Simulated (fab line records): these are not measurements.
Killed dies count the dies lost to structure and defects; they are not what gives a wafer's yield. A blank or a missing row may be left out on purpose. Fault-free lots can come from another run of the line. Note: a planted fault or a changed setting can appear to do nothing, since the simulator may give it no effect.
Matching of chambers :: flow sky130 :: rie_diel-01 running SKY_VIA2_ETCH_14: 4 sister chambers
The step etches BARC in N2/H2, stops on SiO2, time 45.9 s, target depth 60 nm. 36 wafers are shown with their chamber, then 12 later ones without.

== WAFERS PAIRED WITH THEIR CHAMBERS ==
wafer: L079.1
chamber: 1
drypump_motor_current_A (A): 5.6
throttle_valve_pct (%): 13.227
oes_product_au (a.u.): 0.859

wafer: L079.2
chamber: 3
drypump_motor_current_A (A): 5.8
throttle_valve_pct (%): 13.223
oes_product_au (a.u.): 0.860

wafer: L079.4
chamber: 2
drypump_motor_current_A (A): 5.6
throttle_valve_pct (%): 13.243
oes_product_au (a.u.): 0.855

wafer: L081.1
chamber: 0
drypump_motor_current_A (A): 6.0
throttle_valve_pct (%): 13.218
oes_product_au (a.u.): 0.850

wafer: L081.2
chamber: 1
drypump_motor_current_A (A): 5.6
throttle_valve_pct (%): 13.223
oes_product_au (a.u.): 0.857

wafer: L081.3
chamber: 2
drypump_motor_current_A (A): 5.6
throttle_valve_pct (%): 13.216
oes_product_au (a.u.): 0.850

wafer: L082.1
chamber: 0
drypump_motor_current_A (A): 6.0
throttle_valve_pct (%): 13.235
oes_product_au (a.u.): 0.847

wafer: L082.2
chamber: 1
drypump_motor_current_A (A): 5.6
throttle_valve_pct (%): 13.233
oes_product_au (a.u.): 0.860

wafer: L082.3
chamber: 3
drypump_motor_current_A (A): 5.8
throttle_valve_pct (%): 13.235
oes_product_au (a.u.): 0.852

wafer: L082.4
chamber: 2
drypump_motor_current_A (A): 5.5
throttle_valve_pct (%): 13.218
oes_product_au (a.u.): 0.846

wafer: L082.5
chamber: 1
drypump_motor_current_A (A): 5.6
throttle_valve_pct (%): 13.213
oes_product_au (a.u.): 0.845

wafer: L082.6
chamber: 2
drypump_motor_current_A (A): 5.5
throttle_valve_pct (%): 13.221
oes_product_au (a.u.): 0.849

wafer: L083.1
chamber: 2
drypump_motor_current_A (A): 5.6
throttle_valve_pct (%): 13.211
oes_product_au (a.u.): 0.852

wafer: L083.3
chamber: 0
drypump_motor_current_A (A): 6.0
throttle_valve_pct (%): 13.224
oes_product_au (a.u.): 0.848

wafer: L083.5
chamber: 2
drypump_motor_current_A (A): 5.6
throttle_valve_pct (%): 13.222
oes_product_au (a.u.): 0.849

wafer: L084.1
chamber: 1
drypump_motor_current_A (A): 5.6
throttle_valve_pct (%): 13.228
oes_product_au (a.u.): 0.852

wafer: L084.3
chamber: 0
drypump_motor_current_A (A): 6.0
throttle_valve_pct (%): 13.223
oes_product_au (a.u.): 0.856

wafer: L084.6
chamber: 1
drypump_motor_current_A (A): 5.6
throttle_valve_pct (%): 13.223
oes_product_au (a.u.): 0.853

wafer: L086.1
chamber: 2
drypump_motor_current_A (A): 5.6
throttle_valve_pct (%): 13.214
oes_product_au (a.u.): 0.864

wafer: L086.2
chamber: 3
drypump_motor_current_A (A): 5.8
throttle_valve_pct (%): 13.234
oes_product_au (a.u.): 0.854

wafer: L086.3
chamber: 1
drypump_motor_current_A (A): 5.6
throttle_valve_pct (%): 13.221
oes_product_au (a.u.): 0.856

wafer: L086.4
chamber: 0
drypump_motor_current_A (A): 6.0
throttle_valve_pct (%): 13.232
oes_product_au (a.u.): 0.851

wafer: L086.5
chamber: 2
drypump_motor_current_A (A): 5.6
throttle_valve_pct (%): 13.230
oes_product_au (a.u.): 0.861

wafer: L086.6
chamber: 1
drypump_motor_current_A (A): 5.6
throttle_valve_pct (%): 13.222
oes_product_au (a.u.): 0.856

wafer: L087.1
chamber: 1
drypump_motor_current_A (A): 5.6
throttle_valve_pct (%): 13.222
oes_product_au (a.u.): 0.853

wafer: L087.2
chamber: 2
drypump_motor_current_A (A): 5.5
throttle_valve_pct (%): 13.230
oes_product_au (a.u.): 0.860

wafer: L087.3
chamber: 0
drypump_motor_current_A (A): 6.0
throttle_valve_pct (%): 13.231
oes_product_au (a.u.): 0.857

wafer: L087.4
chamber: 1
drypump_motor_current_A (A): 5.6
throttle_valve_pct (%): 13.206
oes_product_au (a.u.): 0.858

wafer: L087.5
chamber: 2
drypump_motor_current_A (A): 5.5
throttle_valve_pct (%): 13.236
oes_product_au (a.u.): 0.855

wafer: L087.6
chamber: 0
drypump_motor_current_A (A): 6.0
throttle_valve_pct (%): 13.235
oes_product_au (a.u.): 0.849

wafer: L088.1
chamber: 2
drypump_motor_current_A (A): 5.5
throttle_valve_pct (%): 13.218
oes_product_au (a.u.): 0.849

wafer: L088.5
chamber: 0
drypump_motor_current_A (A): 6.0
throttle_valve_pct (%): 13.228
oes_product_au (a.u.): 0.864

wafer: L088.6
chamber: 2
drypump_motor_current_A (A): 5.6
throttle_valve_pct (%): 13.229
oes_product_au (a.u.): 0.858

wafer: L089.1
chamber: 1
drypump_motor_current_A (A): 5.6
throttle_valve_pct (%): 13.222
oes_product_au (a.u.): 0.859

wafer: L089.2
chamber: 0
drypump_motor_current_A (A): 6.0
throttle_valve_pct (%): 13.223
oes_product_au (a.u.): 0.857

wafer: L089.4
chamber: 0
drypump_motor_current_A (A): 6.0
throttle_valve_pct (%): 13.223
oes_product_au (a.u.): 0.858

SIGNATURES, as means of the wafers listed above
reading: drypump_motor_current_A
chamber 0: 6.000
chamber 1: 5.600
chamber 2: 5.558
chamber 3: 5.800
scatter within a chamber: 0.0302

reading: throttle_valve_pct
chamber 0: 13.22720
chamber 1: 13.22182
chamber 2: 13.22400
chamber 3: 13.23067
scatter within a chamber: 0.00778

reading: oes_product_au
chamber 0: 0.85370
chamber 1: 0.85527
chamber 2: 0.85400
chamber 3: 0.85533
scatter within a chamber: 0.00517
Rule: a wafer lies at a distance from a chamber equal to the root of the sum of squares, over the readings, of (its reading less the chamber's mean, divided by the reading's scatter). If the next closest chamber is less than 2 further off than the closest, the wafer can't be placed; otherwise it belongs to the closest. The scatter is the square root of a quotient: the sum, over the shown wafers, of each reading's squared deviation from its chamber's mean, divided by wafers minus chambers.

== WAFERS WHOSE CHAMBER IS MISSING ==
wafer: L091.2
drypump_motor_current_A (A): 5.6
throttle_valve_pct (%): 13.223
oes_product_au (a.u.): 0.847

wafer: L091.3
drypump_motor_current_A (A): 5.5
throttle_valve_pct (%): 13.218
oes_product_au (a.u.): 0.850

wafer: L091.6
drypump_motor_current_A (A): 6.0
throttle_valve_pct (%): 13.241
oes_product_au (a.u.): 0.853

wafer: L093.3
drypump_motor_current_A (A): 5.6
throttle_valve_pct (%): 13.229
oes_product_au (a.u.): 0.851

wafer: L093.4
drypump_motor_current_A (A): 5.6
throttle_valve_pct (%): 13.233
oes_product_au (a.u.): 0.852

wafer: L093.6
drypump_motor_current_A (A): 5.6
throttle_valve_pct (%): 13.224
oes_product_au (a.u.): 0.850

wafer: L095.3
drypump_motor_current_A (A): 6.0
throttle_valve_pct (%): 13.223
oes_product_au (a.u.): 0.856

wafer: L095.4
drypump_motor_current_A (A): 5.6
throttle_valve_pct (%): 13.233
oes_product_au (a.u.): 0.849

wafer: L095.6
drypump_motor_current_A (A): 5.6
throttle_valve_pct (%): 13.219
oes_product_au (a.u.): 0.839

wafer: L096.2
drypump_motor_current_A (A): 6.0
throttle_valve_pct (%): 13.220
oes_product_au (a.u.): 0.856

wafer: L096.5
drypump_motor_current_A (A): 5.5
throttle_valve_pct (%): 13.227
oes_product_au (a.u.): 0.851

wafer: L096.6
drypump_motor_current_A (A): 5.6
throttle_valve_pct (%): 13.225
oes_product_au (a.u.): 0.854

== WHICH CHAMBER EACH WENT THROUGH ==
wafer: L091.2
from the rows above: can't be placed: 1 or 2
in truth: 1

wafer: L091.3
from the rows above: can't be placed: 2 or 1
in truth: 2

wafer: L091.6
from the rows above: 0
in truth: 0

wafer: L093.3
from the rows above: can't be placed: 1 or 2
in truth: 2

wafer: L093.4
from the rows above: can't be placed: 1 or 2
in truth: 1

wafer: L093.6
from the rows above: can't be placed: 1 or 2
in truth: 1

wafer: L095.3
from the rows above: 0
in truth: 0

wafer: L095.4
from the rows above: can't be placed: 1 or 2
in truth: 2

wafer: L095.6
from the rows above: can't be placed: 1 or 2
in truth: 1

wafer: L096.2
from the rows above: 0
in truth: 0

wafer: L096.5
from the rows above: can't be placed: 2 or 1
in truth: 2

wafer: L096.6
from the rows above: can't be placed: 1 or 2
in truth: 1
Placed correctly: 3 of 12. These rows do not allow placing 9 (true chamber among the candidates in 9). 0 placed wrongly.
